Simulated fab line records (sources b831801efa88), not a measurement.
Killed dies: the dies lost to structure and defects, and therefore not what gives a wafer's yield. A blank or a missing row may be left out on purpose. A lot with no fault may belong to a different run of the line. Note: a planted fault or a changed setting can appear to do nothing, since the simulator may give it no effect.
Matching of chambers + flow sky130 + 4 sister chambers for SKY_VIA1_CMP_02 on cmp-01
The step polishes SiO2. 24 wafers are shown with their chamber, then 12 later ones without.

== WAFERS, EACH WITH ITS CHAMBER ==
| wafer  | chamber | motor-current-A (A) |
|--------|---------|---------------------|
| L075.1 | 2       | 13.8                |
| L075.2 | 0       | 11.8                |
| L075.5 | 3       | 12.0                |
| L078.1 | 1       | 10.5                |
| L078.2 | 0       | 11.7                |
| L078.5 | 0       | 12.1                |
| L079.1 | 3       | 11.9                |
| L079.3 | 2       | 14.1                |
| L079.5 | 3       | 11.7                |
| L080.1 | 1       | 10.7                |
| L080.2 | 2       | 14.1                |
| L080.6 | 2       | 14.4                |
| L081.1 | 1       | 10.4                |
| L081.3 | 3       | 11.2                |
| L081.5 | 3       | 11.5                |
| L082.2 | 0       | 11.8                |
| L082.5 | 1       | 10.3                |
| L082.6 | 2       | 14.1                |
| L083.2 | 2       | 13.6                |
| L083.4 | 3       | 11.0                |
| L083.6 | 3       | 11.2                |
| L088.2 | 0       | 12.0                |
| L088.4 | 3       | 11.6                |
| L088.5 | 0       | 11.9                |

SIGNATURES (averages over the wafers above)
| reading         | chamber 0 | chamber 1 | chamber 2 | chamber 3 | scatter within a chamber |
|-----------------|-----------|-----------|-----------|-----------|--------------------------|
| motor-current-A | 11.883    | 10.475    | 14.017    | 11.512    | 0.271                    |
Rule: for each reading, subtract the chamber's mean from the wafer's reading, divide by that reading's scatter and square the result; add these up over the readings and take the root, which gives the wafer's distance from the chamber. If the next closest chamber is less than 2 further off than the closest, the wafer can't be placed; otherwise it belongs to the closest. The scatter: the root of (the sum of the squares of (reading less its chamber's mean) over the shown wafers, divided by (wafers less chambers)).

== WAFERS MISSING THEIR CHAMBER ==
| wafer  | motor-current-A (A) |
|--------|---------------------|
| L090.1 | 10.4                |
| L090.3 | 12.3                |
| L090.5 | 12.4                |
| L093.3 | 13.8                |
| L093.4 | 12.1                |
| L093.5 | 10.3                |
| L095.2 | 14.0                |
| L095.5 | 10.4                |
| L095.6 | 11.9                |
| L097.1 | 10.5                |
| L097.2 | 14.5                |
| L097.4 | 11.8                |

== CHAMBER TAKEN BY EACH ==
| wafer  | from the rows above     | in truth |
|--------|-------------------------|----------|
| L090.1 | 1                       | 1        |
| L090.3 | can't be placed: 0 or 3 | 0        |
| L090.5 | can't be placed: 0 or 3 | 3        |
| L093.3 | 2                       | 2        |
| L093.4 | can't be placed: 0 or 3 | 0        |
| L093.5 | 1                       | 1        |
| L095.2 | 2                       | 2        |
| L095.5 | 1                       | 1        |
| L095.6 | can't be placed: 0 or 3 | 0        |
| L097.1 | 1                       | 1        |
| L097.2 | 2                       | 2        |
| L097.4 | can't be placed: 0 or 3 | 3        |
Correctly placed: 7 of 12. These rows do not allow placing 5 (true chamber among the candidates in 5). 0 placed wrongly.
